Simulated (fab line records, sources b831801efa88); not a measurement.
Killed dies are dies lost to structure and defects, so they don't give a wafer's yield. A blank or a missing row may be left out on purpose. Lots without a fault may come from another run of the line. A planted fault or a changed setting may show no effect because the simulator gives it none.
A struck lot beside a sound one | flow gf180mcu | 21 steps out of a route of 602
Sound: wafers L722.1, L722.3, L722.6. Struck: wafers L729.3, L729.6. (L729.4 of the same lot was not struck and is left out.) The cause comes at the end.
At each step with rows: each side's tool, then ch and its chambers, then its first start. Under that, the readings that differ: sound wafers | struck wafers | difference of the means | sigmas: that difference in standard deviations of wafers without a fault.
alike: readings whose means differ by less than 2 such deviations, and words and numbers that are the same on both sides. not compared: withheld readings, readings that some wafer has no value for, bounds like >300 that may hide the same value, and numbers for which the record gives no deviation and whose values overlap.
The two part at a step that has a row with sigmas, a row that says differs or no value, or rows on one side only. Numbers that don't overlap but have no deviation are shown without sigmas and don't part them. A reading that every wafer of one side lacks parts them only if that side has two wafers or more.

first, 1 step without rows for these wafers: GF_MIM_SPUTTER_02 (material AlCu, target thk 450 nm, time 23.9 s).
GF_MIM_SPUTTER_03: material Ti, target thk 10 nm, time 6.7 s.
  sound on pvd_sputter-01, day 24 17:34; struck on pvd_sputter-02, day 28 01:20
  alike: cathode_dc_power_W, throttle_valve_pct
GF_MIM_SPUTTER_04: material TiN, target thk 50 nm, time 41.7 s.
  sound on pvd_sputter-01, day 24 17:35; struck on pvd_sputter-02, day 28 01:22
  alike: cathode_dc_power_W, throttle_valve_pct
GF_MIM_CVD_05: deposits Si3N4, target thk 42 nm, time 29.086 s.
  sound on pecvd-01 ch 1,2, day 24 17:37; struck on pecvd-04 ch 2, day 28 01:25
  alike: heater_power_w
GF_MIM_THK_MEAS_06:
  sound on film_metro-01, day 24 17:40; struck on film_metro-04, day 28 01:28
  alike: MIM_CVD_05_THK
GF_MIM_SPUTTER_07: material TiN, target thk 60 nm, time 50 s.
  sound on pvd_sputter-02, day 24 17:43; struck on pvd_sputter-01, day 28 01:31
  alike: cathode_dc_power_W, throttle_valve_pct
then, 1 step without rows for these wafers: GF_MIM_SPUTTER_08 (material AlCu, target thk 200 nm, time 10.6 s).
GF_MIM_SPUTTER_09: material TiN, target thk 35 nm, time 29.2 s.
  sound on pvd_sputter-02, day 24 17:47; struck on pvd_sputter-01, day 28 01:34
  alike: cathode_dc_power_W, throttle_valve_pct
GF_MIM_RS_MEAS_10: measures by four-point-probe.
  sound on film_metro-04, day 24 17:49; struck on film_metro-02, day 28 01:39
  alike: MIM_ALCU_RS
GF_MIM_THK_MEAS_11: measures by xrf.
  sound on film_metro-04, day 24 17:56; struck on film_metro-02, day 28 01:45
  alike: MIM_ALCU_THK
then, 2 steps without rows for these wafers: GF_MIM_DEHYDRATE_12 (time 60 s); GF_MIM_HMDS_13 (prime time 60 s).
GF_MIM_COAT_14: resist thk 1000 nm.
  sound on litho_track-01 ch 0, day 25 03:52; struck on litho_track-04 ch 0, day 28 10:35
  reading                                  | sound          | struck      | difference | sigmas
  model.NOVOLAK_of_MIM_COAT_14.thk_nm (nm) | 1001 1001 1004 | 910.4 906.7 | -93.5      |
then, 4 steps without rows for these wafers: GF_MIM_SOFTBAKE_15 (time 60 s); GF_MIM_EXPOSE_16 (exposes mask FuseTop, target cd 2000 nm); GF_MIM_PEB_17; GF_MIM_DEVELOP_18 (develop time 60 s).
GF_MIM_METAL_ETCH_19: etches the open film in Cl2/BCl3, stops on Si3N4, target depth 324.5 nm, time 54.1 s.
  sound on rie_metal-02 ch 0, day 25 14:15; struck on rie_metal-02 ch 0,1, day 28 20:15
  reading                                  | sound           | struck      | difference | sigmas
  model.NOVOLAK_of_MIM_COAT_14.thk_nm (nm) | 870.3 871 874.8 | 779.6 773.6 | -95.4      |
  alike: drypump_motor_current_A, oes_product_au, throttle_valve_pct
  not compared: rf_hours_counter_h
GF_MIM_STRIP_20: strips in O2/N2.
  sound on plasma_asher-02 ch 0, day 25 14:19; struck on plasma_asher-01 ch 1, day 28 20:20
  reading                      | sound             | struck      | difference | sigmas
  oes_product_au (a.u.)        | 0.687 0.693 0.695 | 0.649 0.647 | -0.044     | -9
  strip_time_to_endpoint_s (s) | 11.23 11.23 11.28 | 10.16 10.08 | -1.13      | -26
  alike: drypump_motor_current_A, heater_power_w, o2_flow_sccm
  not compared: rf_hours_counter_h
then, 1 step without rows for these wafers: GF_MIM_STRIP_21 (strips in post etch residue remover, time 1200 s).
GF_PASSIVATION_PROBE_99:
  the record has rows for the sound wafers here (prober-02, day 29 03:24) and none for the struck ones

WHERE THEY PART
First at GF_MIM_STRIP_20; last, within this record, at GF_PASSIVATION_PROBE_99.

WHY: what the simulator had put in
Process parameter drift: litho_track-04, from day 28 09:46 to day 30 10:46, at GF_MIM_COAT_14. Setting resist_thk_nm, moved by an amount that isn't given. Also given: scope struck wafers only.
